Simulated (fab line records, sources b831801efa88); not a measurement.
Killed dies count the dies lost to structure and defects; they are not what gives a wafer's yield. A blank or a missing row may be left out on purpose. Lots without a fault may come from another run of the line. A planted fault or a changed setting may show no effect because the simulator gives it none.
8D (eight disciplines) problem report, filled in by code | flow gf180mcu | the parts of the form that need people (team, actions taken, sign-off) are left out

== 1. WHAT IS WRONG ==
stripTimeToEndpointS at GF_MVPSD_STRIP_10 reads a mean of 20.14 s on 3 wafers of 2 lots; wafers without a fault read 36.99 s with a standard deviation of 0.11. That is -99 or more standard deviations from the usual mean.
The step: strips in O2/N2.
Seen first at day 7 16:41 on plasmaAsher-02, wafer L126.2. At this step, 42 wafers from 14 lots have a number in the record. Rule for "out", or "out of limits": more than 4 standard deviations from the usual mean. Any other wafer with a number is counted as sound.

== 2. WHAT IT IS AND WHAT IT IS NOT ==
question                    | is                             | is not
which readings at this step | stripTimeToEndpointS           | chamberPressureMTorr, drypumpMotorCurrentA, heaterPowerW
which lots                  | L126, L129                     | L117, L119, L122, L123, L125, L128, L133, L134, L136, L137, L139, L140
which wafers of those lots  | L126.2, L126.5, L129.2         | L126.1, L129.4, L129.6
read on which tools         | plasmaAsher-02, plasmaAsher-03 | plasmaAsher-04
when                        | from day 7 16:41               | up to then (16 sound wafers); but 23 sound wafers of L128, L129, L133, L134, L136, L137, L139, L140 came after

== 3. WHAT RULES OUT EACH SUSPECT ==
Counting: if a tool at a process step up to the reading ran every lot that is out, it stays a suspect. Sound lots after the first of them don't rule it out here, since some wafers of a struck lot are sound.
- lithoTrack-02 at GF_MVPSD_COAT_02 (resist thk 3000 nm): kept. It ran every lot that is out, first L126 (day 7 08:12); its last sound lot up to then is L122 (day 5 07:38).
Left after counting: lithoTrack-02 at GF_MVPSD_COAT_02.

== 4. THE CAUSE (what the simulator had put in) ==
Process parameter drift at GF_MVPSD_COAT_02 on lithoTrack-02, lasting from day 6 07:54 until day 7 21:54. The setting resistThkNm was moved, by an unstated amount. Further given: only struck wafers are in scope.
This tool alone remained once counting was done.

== 5. THE CHAIN OF EFFECTS, in route order ==
Rows list readings where the struck wafers' mean (over those with a number) sits beyond 3 standard deviations from the usual. Only readings for which the record gives a usual standard deviation are gone through. hours: the time from each lot's start at the first step in this table that gives one to its start at this step, as a median over the lots. sigmas: the change in usual standard deviations.
hours | step              | reading              | usual   | on struck wafers | change | sigmas
0     | GF_MVPSD_STRIP_10 | stripTimeToEndpointS | 36.99 s | 20.14            | -16.85 | -99 or more
It contains these process steps:
- GF_MVPSD_STRIP_10: strips in O2/N2.

== 6. HOW IT WOULD HAVE BEEN CAUGHT EARLIER ==
In this record no reading fell out of limits until day 7 16:41, 33 hours after the fault had begun at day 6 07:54.
Each of the lots that are out, 2 in all, had begun GF_MVPSD_COAT_02 on lithoTrack-02 no later than day 7 16:41. A hold on the tool at that time would have spared none of them.
